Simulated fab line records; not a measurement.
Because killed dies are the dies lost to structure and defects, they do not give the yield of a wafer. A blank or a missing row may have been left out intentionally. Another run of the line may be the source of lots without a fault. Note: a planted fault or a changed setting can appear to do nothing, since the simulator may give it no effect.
A lot that was struck, set against a sound lot    flow sky130    15 steps out of a route of 708
Sound: these wafers, L432.1, L432.5, L432.6. Wafers struck: L442.1, L442.2, L442.3. The cause comes at the end.
Per side, at each step with rows, come the tool, then ch with its chambers, and then its first start. Under that, the readings that differ: sound wafers    struck wafers    difference of the means    sigmas: that difference in standard deviations of wafers without a fault.
alike: readings with means less than 2 such deviations apart, plus words and numbers identical on both sides. not compared: withheld readings, readings lacking a value on some wafer, bounds such as >300 that could conceal the same value, and numbers that have no deviation in the record and whose values overlap.
The two part at a step that has a row with sigmas, a row that says differs or no value, or rows on one side only. Non-overlapping numbers with no deviation appear without sigmas and do not part them. A reading that every wafer of one side lacks parts them only if that side has two wafers or more.

first, 3 steps without rows for these wafers: SKY_SD_P_EXPOSE_04 (exposes mask PSDM, target cd 380 nm); SKY_SD_P_PEB_05; SKY_SD_P_DEVELOP_06 (develop time 60 s).
SKY_SD_P_CD_MEAS_07: the cd target is 380 nm.
  struck on cd sem-02, day 30 10:18; sound on cd sem-01, day 26 18:56
  alike: cd nm
SKY_SD_P_OVL_MEAS_08:
  struck on overlay-01, day 30 10:25; sound on overlay-02, day 26 19:03
  alike: SD_P_OVL
following that, these wafers have no rows for 1 step: SKY_SD_P_IMPLANT_09.
SKY_SD_P_STRIP_10: strips in O2/N2.
  sound on plasma asher-03 ch 0,1, day 26 19:14; struck on plasma asher-02 ch 0,1, day 30 10:37
  alike: drypump motor current A, o2 flow sccm, oes product au, strip time to endpoint s
  not compared: rf hours counter h
SKY_SD_P_TW_MEAS_11:
  struck on film metro-01, day 30 10:43; sound on film metro-02, day 26 19:20
  alike: SD_P_TW
then, 4 steps without rows for these wafers: SKY_RES_XHIGH_DEHYDRATE_00 (time 60 s); SKY_RES_XHIGH_HMDS_01 (prime time 60 s); SKY_RES_XHIGH_COAT_02 (resist thk 1140 nm); SKY_RES_XHIGH_SOFTBAKE_03 (time 60 s).
SKY_RES_XHIGH_EXPOSE_04: exposes mask URPM, target cd 1270 nm.
  sound on iline stepper-02 ch 0, day 27 09:56; struck on iline stepper-01 ch 0, day 31 00:59
reading                            sound                 struck             difference  sigmas
model.RES_XHIGH.overlay x nm (nm)  -2.507 -2.507 -2.507  162.6 162.6 162.6  +165.1      
  alike: mask
following that, these wafers have no rows for 1 step: SKY_RES_XHIGH_PEB_05.
SKY_PAD_OPEN_PROBE_99:
  the record has rows for the sound wafers here (prober-01, day 46 17:38) and none for the struck ones

== WHERE THEY PART ==
Within this record, at SKY_PAD_OPEN_PROBE_99 only.

WHY: what the simulator had put in
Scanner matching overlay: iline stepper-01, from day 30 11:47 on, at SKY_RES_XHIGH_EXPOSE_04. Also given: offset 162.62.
